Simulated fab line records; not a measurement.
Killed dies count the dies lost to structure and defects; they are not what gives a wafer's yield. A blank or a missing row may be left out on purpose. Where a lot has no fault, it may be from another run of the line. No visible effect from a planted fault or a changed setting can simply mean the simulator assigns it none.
Problem report, 8D (eight disciplines) form, completed by code :: flow sky130 :: the parts of the form that need people (team, actions taken, sign-off) are left out

## 1. WHAT WENT WRONG
At SKY_FIELD_ISO_CMP_27, time to endpoint s averages 229 s over 4 wafers from 3 lots, while fault-free wafers read 115 s, standard deviation 3.7. Relative to the usual mean, that is a shift of +31 standard deviations.
The step: polishes, stops on Si3N4, t overpolish 16 s, target thk 457.8 nm.
The first sign was on wafer L455.2 at day 4 04:14, on cmp-01. At this step, 38 wafers from 13 lots have a number in the record. Rule for "out" (also "out of limits"): further than 4 standard deviations from the usual mean. The rest of the wafers with a number are treated as sound.

## 2. WHAT THIS IS AND IS NOT
question: which readings at this step
is: time to endpoint s
is not: motor current A, overpolish run s

question: which lots
is: L455, L457, L458
is not: L447, L448, L459, L460, L461, L464, L465, L466, L467, L468

question: which wafers of those lots
is: L455.2, L457.5, L458.2, L458.5
is not: L455.3, L457.3, L457.4, L458.4

question: read on which tools
is: cmp-01
is not: cmp-02

question: when
is: from day 4 04:14
is not: up to then (7 sound wafers); but 27 sound wafers of L457, L458, L459, L460, L461, L464, L465, L466, L467, L468 came after

## 3. SUSPECTS, AND WHAT RULES EACH OUT
Counting: a tool at a process step up to the reading stays a suspect if it ran every lot that is out. Sound lots after the first of them don't rule it out here, since some wafers of a struck lot are sound.
- cmp-01 at SKY_FIELD_ISO_CMP_27 (polishes, stops on Si3N4, t overpolish 16 s, target thk 457.8 nm): kept. It processed each lot that is out (first: L455, day 4 04:14); up to then, its last sound lot is L447 (day 2 11:50). Its own time to endpoint s readings are out on those wafers.
After counting, what remains is cmp-01 at SKY_FIELD_ISO_CMP_27.

## 4. THE CAUSE (what the simulator had put in)
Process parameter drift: cmp-01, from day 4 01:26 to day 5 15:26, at SKY_FIELD_ISO_CMP_27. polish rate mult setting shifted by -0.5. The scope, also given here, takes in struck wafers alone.
Counting left only this tool.

## 5. SEQUENCE OF EFFECTS, ordered by route
Each row: a reading whose mean over the struck wafers that have a number lies more than 3 standard deviations from the usual. Scope: only readings with a usual standard deviation given in the record; hours: median across lots of the time from each lot's start at the first step in this table that gives one to its start at this step; sigmas: change in usual standard deviations.
hours: 0
step: SKY_FIELD_ISO_CMP_27
reading: time to endpoint s
usual: 115 s
on struck wafers: 229
change: +114
sigmas: +31
The process steps in it:
- SKY_FIELD_ISO_CMP_27: polishes, stops on Si3N4, t overpolish 16 s, target thk 457.8 nm.

## 6. WHAT WOULD HAVE CAUGHT IT SOONER
3 hours passed between the start of the fault at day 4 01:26 and the first reading out of limits in this record, taken at day 4 04:14.
